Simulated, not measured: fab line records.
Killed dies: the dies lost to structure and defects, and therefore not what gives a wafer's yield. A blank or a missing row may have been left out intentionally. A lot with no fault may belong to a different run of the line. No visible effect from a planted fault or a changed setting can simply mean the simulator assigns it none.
A struck lot beside a sound one	flow sky130	22 steps out of a route of 708
Sound: the wafers L240.1, L240.2, L240.5. Struck: wafers L244.3, L244.5, L244.6. The cause comes at the end.
Order at every step that has rows: each side's tool, ch and its chambers, its first start. Under that, the readings that differ: sound wafers	struck wafers	difference of the means	sigmas: that difference in standard deviations of wafers without a fault.
alike: readings with means less than 2 such deviations apart, plus words and numbers identical on both sides. not compared: withheld readings, readings lacking a value on some wafer, bounds such as >300 that could conceal the same value, and numbers that have no deviation in the record and whose values overlap.
Wherever a step has rows on one side only, a row that says differs or no value, or a row with sigmas, the two part there. Non-overlapping numbers with no deviation appear without sigmas and do not part them. A reading missing from all wafers of one side parts the sides only when that side holds two or more wafers.

first, 1 step without rows for these wafers: SKY_CAPM_DEVELOP_11 (develop time 60 s).
SKY_CAPM_OVL_MEAS_12:
  struck on overlay-02, day 40 08:16; sound on overlay-02, day 38 10:49
  alike: CAPM_OVL
SKY_CAPM_METAL_ETCH_13: etches TiN in Cl2/BCl3, stops on SiO2, target depth 220 nm, time 62.9 s.
  sound on rie_metal-04 ch 0,1, day 38 10:52; struck on rie_metal-04 ch 0,1, day 40 08:19
  alike: drypump_motor_current_A, mfc_cl2_sccm, oes_product_au, throttle_valve_pct
  not compared: rf_hours_counter_h
SKY_CAPM_STRIP_14: strips in O2/N2.
  sound on plasma_asher-02 ch 0,1, day 38 10:56; struck on plasma_asher-01 ch 0,1, day 40 08:24
  alike: drypump_motor_current_A, oes_product_au, strip_time_to_endpoint_s
  not compared: rf_hours_counter_h
then, 8 steps without rows for these wafers: SKY_CAPM_STRIP_15 (strips in post etch residue remover, time 1200 s); SKY_CAPM_CLEAN_16 (cleans in IPA, time 180 s); SKY_CAPM_CLEAN_17 (cleans in O3/DIW); SKY_METAL3_DEHYDRATE_05 (time 60 s); SKY_METAL3_HMDS_06 (prime time 60 s); SKY_METAL3_COAT_07 (resist thk 60 nm); SKY_METAL3_COAT_08 (resist thk 1140 nm); SKY_METAL3_SOFTBAKE_09 (time 90 s).
SKY_METAL3_EXPOSE_10: exposes mask MM3, target cd 300 nm.
  sound on krf_scanner-02 ch 0, day 39 00:50; struck on krf_scanner-01 ch 0, day 40 20:41
  alike: mask
then, 2 steps without rows for these wafers: SKY_METAL3_PEB_11; SKY_METAL3_DEVELOP_12 (develop time 60 s).
SKY_METAL3_CD_MEAS_13 targets a cd of 300 nm.
  struck on cd_sem-02, day 41 09:31; sound on cd_sem-02, day 39 12:58
reading	sound	struck	difference	sigmas
cd_nm (nm)	300.0 300.3 299.4	242.7 287.1 250.8	-39.7	-28
SKY_METAL3_OVL_MEAS_14:
  struck on overlay-02, day 41 09:36; sound on overlay-01, day 39 13:05
  alike: METAL3_OVL
SKY_METAL3_DESCUM_15: chemistry O2, time 8 s.
  sound on rie_metal-03 ch 0,1, day 39 13:07; struck on rie_metal-01 ch 0,1, day 41 09:38
reading	sound	struck	difference	sigmas
model.METAL3.cd_nm (nm)	300.4 300.6 299.8	241.3 286.3 251.2	-40.7	
  alike: drypump_motor_current_A, oes_product_au
  not compared: rf_hours_counter_h
SKY_METAL3_ETCH_16: etches BARC in N2/H2, stops on SiO2, time 88.2 s, target depth 60 nm.
  sound on rie_metal-03 ch 0,1, day 39 13:09; struck on rie_metal-01 ch 0,1, day 41 09:41
  alike: drypump_motor_current_A, oes_product_au, throttle_valve_pct
  not compared: rf_hours_counter_h
SKY_METAL3_ETCH_17: etches SiO2 in C4F8/O2/Ar, stops on TiN, time 3.9 s, target depth 15 nm.
  sound on rie_diel-01 ch 0,3, day 39 13:15; struck on rie_diel-01 ch 2,3, day 41 09:45
  alike: oes_product_au
SKY_METAL3_METAL_ETCH_18: etches the open film in Cl2/BCl3, stops on SiO2, target depth 845 nm, time 183.1 s.
  sound on rie_metal-01 ch 0,1, day 39 13:16; struck on rie_metal-03 ch 0,1, day 41 09:50
reading	sound	struck	difference	sigmas
model.METAL3.cd_nm (nm)	309.9 294.6 311.1	233 283.1 252	-49	
  alike: drypump_motor_current_A, mfc_cl2_sccm, oes_product_au, throttle_valve_pct
  not compared: rf_hours_counter_h
SKY_METAL3_STRIP_19: strips in O2/N2.
  sound on plasma_asher-01 ch 0,1, day 39 13:27; struck on plasma_asher-04 ch 0,1, day 41 09:59
  alike: drypump_motor_current_A, oes_product_au, strip_time_to_endpoint_s
  not compared: rf_hours_counter_h

== WHERE THEY PART ==
Within this record, at SKY_METAL3_CD_MEAS_13 only. Later steps at which nothing parts them and some readings are alike: SKY_METAL3_OVL_MEAS_14, SKY_METAL3_DESCUM_15, SKY_METAL3_ETCH_16, SKY_METAL3_ETCH_17, SKY_METAL3_METAL_ETCH_18, SKY_METAL3_STRIP_19.

WHY: what had been put in by the simulator
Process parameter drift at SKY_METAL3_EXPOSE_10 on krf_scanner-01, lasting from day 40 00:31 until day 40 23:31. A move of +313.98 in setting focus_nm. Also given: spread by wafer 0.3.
